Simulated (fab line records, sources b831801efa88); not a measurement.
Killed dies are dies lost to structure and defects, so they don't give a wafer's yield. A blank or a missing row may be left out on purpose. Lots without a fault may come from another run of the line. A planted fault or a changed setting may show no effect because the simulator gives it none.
Chamber matching | flow gf180mcu | GF_V1_CMP_04 on cmp-02: 4 sister chambers
The step polishes SiO2. 4 wafers are shown with their chamber, then 7 later ones without.

WAFERS WITH THEIR CHAMBER
wafer  | chamber | motor_current_A (A)
L168.5 | 2       | 10.2
L170.1 | 0       | 11.8
L172.1 | 3       | 10.8
L172.4 | 1       | 11.6

WAFERS WITHOUT THEIR CHAMBER
wafer  | motor_current_A (A)
L172.6 | 12.2
L173.4 | 12.3
L173.5 | 11.4
L173.6 | 11.6
L174.1 | 11.3
L174.5 | 12.5
L174.6 | 11.7

WHICH CHAMBER EACH WENT THROUGH
wafer  | from the rows above          | in truth
L172.6 | can't be placed: 0 or 1      | 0
L173.4 | can't be placed: 0 or 1      | 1
L173.5 | can't be placed: 1 or 0 or 3 | 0
L173.6 | can't be placed: 1 or 0      | 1
L174.1 | can't be placed: 1 or 0 or 3 | 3
L174.5 | can't be placed: 0 or 1      | 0
L174.6 | can't be placed: 1 or 0      | 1
Placed correctly: 0 of 7. Can't be placed from these rows: 7 (the true chamber is among the candidates in 7). Placed wrongly: 0.
How it was worked out, from the rows above alone: a wafer's distance from a chamber is the root of the sum, over the readings, of the square of ((its reading less the chamber's mean) divided by the reading's scatter). The wafer belongs to the nearest chamber; if the next one is less than 2 further off, it can't be placed. A chamber's mean is the mean of its shown wafers. The scatter: with one shown wafer a chamber, the root of the mean of the squares of how far each hidden wafer lies from its nearest shown one.
